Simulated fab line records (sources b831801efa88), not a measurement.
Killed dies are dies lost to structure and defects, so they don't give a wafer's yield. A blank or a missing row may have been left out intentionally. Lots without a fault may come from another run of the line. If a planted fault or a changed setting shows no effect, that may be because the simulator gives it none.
Lot-split experiment || flow sfqLine || route with 325 steps; 5 lots, 23 wafers read

THE SPLIT ITSELF
At SFQ_TRILAYER_M7_BARC_OPEN_METAL_ETCH_229 (etches BARC in O2, target depth 125 nm, time 41.7 s), the setting icpW was moved away from the recipe's 600 W on 8 of the 23 wafers read, by -8.3% to +8.6%. All remaining wafers had this setting at the recipe value.

There is no step in the file separating the split from the reading.

THE READING
KrF_of_TRILAYER_M7_LITHO_COAT_177.thkNm (the simulator's own value, which no gauge read), in nm, at SFQ_TRILAYER_M7_ETCH_METAL_ETCH_180 (etches Nb in Cl2/Ar, stops on SiO2, target depth 240 nm, time 120 s). No usual value for it is given in the file. Here, 15 wafers ran the recipe; their average is 382.9 nm with a standard deviation of 2.4 nm.

{"wafer": "L079.1", "tool, chamber at the split": "rieMetal-03, 1", "icpW as run, W": 600, "against the recipe": "recipe", "KrF_of_TRILAYER_M7_LITHO_COAT_177.thkNm, nm": 380.2, "against lot-mates on the recipe": "-"}
{"wafer": "L079.2", "tool, chamber at the split": "rieMetal-03, 0", "icpW as run, W": 600, "against the recipe": "recipe", "KrF_of_TRILAYER_M7_LITHO_COAT_177.thkNm, nm": 379.6, "against lot-mates on the recipe": "-"}
{"wafer": "L079.5", "tool, chamber at the split": "rieMetal-03, 0", "icpW as run, W": 600, "against the recipe": "recipe", "KrF_of_TRILAYER_M7_LITHO_COAT_177.thkNm, nm": 380.1, "against lot-mates on the recipe": "-"}
{"wafer": "L080.1", "tool, chamber at the split": "rieMetal-01, 0", "icpW as run, W": 600, "against the recipe": "recipe", "KrF_of_TRILAYER_M7_LITHO_COAT_177.thkNm, nm": 387.1, "against lot-mates on the recipe": "-"}
{"wafer": "L080.2", "tool, chamber at the split": "rieMetal-01, 1", "icpW as run, W": 651.4, "against the recipe": "+8.6%", "KrF_of_TRILAYER_M7_LITHO_COAT_177.thkNm, nm": 379.7, "against lot-mates on the recipe": -8.4}
{"wafer": "L080.3", "tool, chamber at the split": "rieMetal-01, 0", "icpW as run, W": 600, "against the recipe": "recipe", "KrF_of_TRILAYER_M7_LITHO_COAT_177.thkNm, nm": 389, "against lot-mates on the recipe": "-"}
{"wafer": "L080.5", "tool, chamber at the split": "rieMetal-01, 1,0", "icpW as run, W": 651.4, "against the recipe": "+8.6%", "KrF_of_TRILAYER_M7_LITHO_COAT_177.thkNm, nm": 379.3, "against lot-mates on the recipe": -8.8}
{"wafer": "L080.6", "tool, chamber at the split": "rieMetal-01, 1,0", "icpW as run, W": 651.4, "against the recipe": "+8.6%", "KrF_of_TRILAYER_M7_LITHO_COAT_177.thkNm, nm": 380.6, "against lot-mates on the recipe": -7.4}
{"wafer": "L081.1", "tool, chamber at the split": "rieMetal-01, 1", "icpW as run, W": 600, "against the recipe": "recipe", "KrF_of_TRILAYER_M7_LITHO_COAT_177.thkNm, nm": 382.4, "against lot-mates on the recipe": "-"}
{"wafer": "L081.2", "tool, chamber at the split": "rieMetal-01, 0", "icpW as run, W": 633.9, "against the recipe": "+5.6%", "KrF_of_TRILAYER_M7_LITHO_COAT_177.thkNm, nm": 380.9, "against lot-mates on the recipe": -1.9}
{"wafer": "L081.3", "tool, chamber at the split": "rieMetal-01, 1", "icpW as run, W": 633.9, "against the recipe": "+5.6%", "KrF_of_TRILAYER_M7_LITHO_COAT_177.thkNm, nm": 379.6, "against lot-mates on the recipe": -3.2}
{"wafer": "L081.4", "tool, chamber at the split": "rieMetal-01, 0", "icpW as run, W": 600, "against the recipe": "recipe", "KrF_of_TRILAYER_M7_LITHO_COAT_177.thkNm, nm": 383.2, "against lot-mates on the recipe": "-"}
{"wafer": "L081.5", "tool, chamber at the split": "rieMetal-01, 0", "icpW as run, W": 633.9, "against the recipe": "+5.6%", "KrF_of_TRILAYER_M7_LITHO_COAT_177.thkNm, nm": 382.5, "against lot-mates on the recipe": -0.3}
{"wafer": "L083.2", "tool, chamber at the split": "rieMetal-03, 1", "icpW as run, W": 600, "against the recipe": "recipe", "KrF_of_TRILAYER_M7_LITHO_COAT_177.thkNm, nm": 381.7, "against lot-mates on the recipe": "-"}
{"wafer": "L083.3", "tool, chamber at the split": "rieMetal-03, 1", "icpW as run, W": 600, "against the recipe": "recipe", "KrF_of_TRILAYER_M7_LITHO_COAT_177.thkNm, nm": 381.9, "against lot-mates on the recipe": "-"}
{"wafer": "L083.4", "tool, chamber at the split": "rieMetal-03, 0", "icpW as run, W": 600, "against the recipe": "recipe", "KrF_of_TRILAYER_M7_LITHO_COAT_177.thkNm, nm": 383.1, "against lot-mates on the recipe": "-"}
{"wafer": "L083.5", "tool, chamber at the split": "rieMetal-03, 1", "icpW as run, W": 600, "against the recipe": "recipe", "KrF_of_TRILAYER_M7_LITHO_COAT_177.thkNm, nm": 382, "against lot-mates on the recipe": "-"}
{"wafer": "L083.6", "tool, chamber at the split": "rieMetal-03, 0", "icpW as run, W": 600, "against the recipe": "recipe", "KrF_of_TRILAYER_M7_LITHO_COAT_177.thkNm, nm": 382.9, "against lot-mates on the recipe": "-"}
{"wafer": "L084.1", "tool, chamber at the split": "rieMetal-03, 1", "icpW as run, W": 600, "against the recipe": "recipe", "KrF_of_TRILAYER_M7_LITHO_COAT_177.thkNm, nm": 383.4, "against lot-mates on the recipe": "-"}
{"wafer": "L084.2", "tool, chamber at the split": "rieMetal-03, 0", "icpW as run, W": 550.5, "against the recipe": "-8.3%", "KrF_of_TRILAYER_M7_LITHO_COAT_177.thkNm, nm": 388.4, "against lot-mates on the recipe": "+5.0"}
{"wafer": "L084.3", "tool, chamber at the split": "rieMetal-03, 0", "icpW as run, W": 550.5, "against the recipe": "-8.3%", "KrF_of_TRILAYER_M7_LITHO_COAT_177.thkNm, nm": 386.6, "against lot-mates on the recipe": "+3.2"}
{"wafer": "L084.4", "tool, chamber at the split": "rieMetal-03, 1", "icpW as run, W": 600, "against the recipe": "recipe", "KrF_of_TRILAYER_M7_LITHO_COAT_177.thkNm, nm": 384.5, "against lot-mates on the recipe": "-"}
{"wafer": "L084.6", "tool, chamber at the split": "rieMetal-03, 0", "icpW as run, W": 600, "against the recipe": "recipe", "KrF_of_TRILAYER_M7_LITHO_COAT_177.thkNm, nm": 382.2, "against lot-mates on the recipe": "-"}
When a row names more than one chamber, that row covers several wafers, and the file does not tell which wafer ran in which chamber.

THE FIT
A straight line over all 23 wafers: KrF_of_TRILAYER_M7_LITHO_COAT_177.thkNm changes by -0.425 nm for each +1% of icpW; r = -0.66; the points scatter about the line by 2.2 nm.
The same after taking each lot's own level away (the mean of its wafers on the recipe; 23 wafers): -0.673 nm for each +1%; r = -0.90; scatter 1.5 nm.
According to that fit, moving icpW by its largest amount changes the reading by 5.8 nm.
From 379.97 to 388.05 nm: that is the span of the lots' own levels, equal to 3.3 times the standard deviation above.
So the lot-to-lot level blurs the effect unless lot-mates are compared.
Check: for one of the wafers moved furthest among these (+8.6%), held out of the fit, the line's prediction against its lot-mates is -5.44 nm. Against them it came out at -8.35 nm.

THESE WAFERS: OTHER SPLITS
Before the reading, these wafers also passed through other splits. Each is held against what the fit with the lots' levels taken away leaves over:
{"other split on the same wafers": "SFQ_TRILAYER_M6_ETCH_METAL_ETCH_162 icpW", "wafers away from the commonest value": 7, "r with KrF_of_TRILAYER_M7_LITHO_COAT_177.thkNm (lot level and that fit taken away)": -0.42}
{"other split on the same wafers": "SFQ_TRILAYER_I6_VIA_LITHO_COAT_169 resistThkNm", "wafers away from the commonest value": 10, "r with KrF_of_TRILAYER_M7_LITHO_COAT_177.thkNm (lot level and that fit taken away)": -0.29}
{"other split on the same wafers": "SFQ_TRILAYER_I6_VIA_BARC_OPEN_VIA_ETCH_235 timeS", "wafers away from the commonest value": 8, "r with KrF_of_TRILAYER_M7_LITHO_COAT_177.thkNm (lot level and that fit taken away)": -0.23}

THE WHOLE CHAIN: every reading that the file lists as answering this split, in the file's order
{"step": "SFQ_TRILAYER_M7_BARC_OPEN_METAL_ETCH_229", "what it does": "etches BARC in O2, target depth 125 nm, time 41.7 s", "reading": "KrF_of_TRILAYER_M7_LITHO_COAT_177.thkNm (the simulator's own value, which no gauge read)", "change (the file's fit)": "-0.523 nm for each +1% of the setting", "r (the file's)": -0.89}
{"step": "SFQ_TRILAYER_M7_ETCH_METAL_ETCH_180", "what it does": "etches Nb in Cl2/Ar, stops on SiO2, target depth 240 nm, time 120 s", "reading": "KrF_of_TRILAYER_M7_LITHO_COAT_177.thkNm (the simulator's own value, which no gauge read)", "change (the file's fit)": "-0.656 nm for each +1% of the setting", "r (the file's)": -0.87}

THE FILE'S OWN FIT
KrF_of_TRILAYER_M7_LITHO_COAT_177.thkNm changes by -0.656 nm for each +1% of icpW, r = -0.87.
